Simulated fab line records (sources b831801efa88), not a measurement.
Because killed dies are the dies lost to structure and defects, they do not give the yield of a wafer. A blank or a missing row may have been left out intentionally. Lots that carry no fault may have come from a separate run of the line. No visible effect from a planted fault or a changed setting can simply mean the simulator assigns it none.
A lot that was struck, set against a sound lot :: flow sfq_line :: 18 out of 325 route steps
Sound: wafers L964.3, L964.4, L964.6. Struck: wafer L971.5 (L971.1, L971.6, from the same lot, were not struck and are left out); the cause is given at the end.
At each step with rows: each side's tool, then ch and its chambers, then its first start. Under that, the readings that differ: sound wafers :: struck wafers :: difference of the means :: sigmas: that difference in standard deviations of wafers without a fault.
alike: words and numbers the same on both sides, and readings whose means are apart by under 2 such deviations; not compared: readings that were withheld, readings missing a value for some wafer, numbers with overlapping values and no deviation given by the record, and bounds like >300 which may hide the same value.
Wherever a step has rows on one side only, a row that says differs or no value, or a row with sigmas, the two part there. Numbers that have no deviation but don't overlap get no sigmas and don't part them. A reading that every wafer of one side lacks parts them only if that side has two wafers or more.

SFQ_TRILAYER_M4_BARC_OPEN_METAL_ETCH_123: etches BARC in O2, target depth 125 nm, time 41.7 s.
  sound on rie_metal-02 ch 0,1, day 41 16:19; struck on rie_metal-03 ch 1, day 45 11:23
  alike: drypump_motor_current_A, oes_product_au
  not compared: rf_hours_counter_h
SFQ_TRILAYER_M4_ETCH_METAL_ETCH_096: etches Nb in Cl2/Ar, stops on SiO2, target depth 240 nm, time 120 s.
  sound on rie_metal-02 ch 0,1, day 41 16:24; struck on rie_metal-03 ch 1, day 45 11:27
  alike: drypump_motor_current_A, oes_product_au
  not compared: rf_hours_counter_h
SFQ_TRILAYER_M4_STRIP_STRIP_097: strips in O2.
  sound on rie_metal-02 ch 0,1, day 41 16:41; struck on rie_metal-03 ch 1, day 45 11:35
reading: platen_temp_c (C)
sound: 39.89 39.71 39.83
struck: 40.11
difference: +0.30
sigmas: +2
  alike: drypump_motor_current_A, oes_product_au
  not compared: rf_hours_counter_h
then, 1 step without rows for these wafers: SFQ_TRILAYER_M4_STRIP_SOLV_CLEAN_098 (cleans in NMP, time 600 s).
SFQ_TRILAYER_I4_DEP_PECVD_099: deposits SiO2 from SiH4/N2O, time 111.11 s, target thk 500 nm.
  sound on pecvd-03 ch 0,1, day 41 17:16; struck on pecvd-01 ch 0, day 45 12:21
  alike: heater_power_w, throttle_valve_pct
then, 1 step without rows for these wafers: SFQ_TRILAYER_I4_CMP_CMP_100 (polishes SiO2).
SFQ_I4_BOW_MEAS_927:
  sound on film_metro-01, day 42 07:48; struck on film_metro-02, day 45 16:02
  alike: I4_BOW
SFQ_TRILAYER_I4_METRO_MEASURE_101:
  sound on film_metro-01, day 42 08:17; struck on film_metro-02, day 45 16:09
  alike: thk_nm
then, 4 steps without rows for these wafers: SFQ_TRILAYER_I4_VIA_LITHO_COAT_108 (resist thk 62 nm); SFQ_TRILAYER_I4_VIA_LITHO_COAT_103 (resist thk 650 nm); SFQ_TRILAYER_I4_VIA_LITHO_SOFTBAKE_107; SFQ_TRILAYER_I4_VIA_LITHO_EXPOSE_104 (exposes mask I4, target cd 700 nm).
-- the record jumps here: 5 days lie between the struck wafers' starts before and after --
SFQ_TRILAYER_I4_VIA_LITHO_PEB_106: peb time 60 s.
  sound on litho_track-03 ch 0, day 47 22:02; struck on litho_track-01 ch 0, day 50 08:29
reading: heater_power_total_W (W)
sound: 79.19 79.06 79.21
struck: 88.55
difference: +9.40
sigmas: +99 or more
then, 1 step without rows for these wafers: SFQ_TRILAYER_I4_VIA_LITHO_DEVELOP_105 (time 60 s).
SFQ_I4_OVL_MEAS_928:
  sound on overlay-01, day 47 22:17; struck on overlay-01, day 50 08:47
  alike: I4_OVL
SFQ_TRILAYER_I4_VIA_BARC_OPEN_VIA_ETCH_146: etches BARC in O2, target depth 125 nm, time 41.7 s.
  sound on rie_diel-02 ch 2,3, day 47 22:19; struck on rie_diel-03 ch 3, day 50 08:49
reading: model.I4.cd_nm (nm)
sound: 700.2 700.4 699.8
struck: 645.5
difference: -54.6
sigmas: 
  alike: drypump_motor_current_A, oes_product_au
  not compared: rf_hours_counter_h
SFQ_TRILAYER_I4_VIA_ETCH_VIA_ETCH_106: etches SiO2 in CHF3, stops on Nb, target depth 260 nm.
  sound on rie_diel-02 ch 2,3, day 47 22:22; struck on rie_diel-03 ch 3, day 50 08:52
reading: model.I4.cd_nm (nm)
sound: 697 702.1 696.4
struck: 645.8
difference: -52.7
sigmas: 
  alike: drypump_motor_current_A, oes_product_au
then, 1 step without rows for these wafers: SFQ_TRILAYER_I4_VIA_STRIP_STRIP_107 (strips in O2).

== WHERE THEY PART ==
First at SFQ_TRILAYER_M4_STRIP_STRIP_097; last, within this record, at SFQ_TRILAYER_I4_VIA_LITHO_PEB_106. Later steps at which nothing parts them and some readings are alike: SFQ_I4_OVL_MEAS_928, SFQ_TRILAYER_I4_VIA_BARC_OPEN_VIA_ETCH_146, SFQ_TRILAYER_I4_VIA_ETCH_VIA_ETCH_106.

WHY: what the simulator had put in
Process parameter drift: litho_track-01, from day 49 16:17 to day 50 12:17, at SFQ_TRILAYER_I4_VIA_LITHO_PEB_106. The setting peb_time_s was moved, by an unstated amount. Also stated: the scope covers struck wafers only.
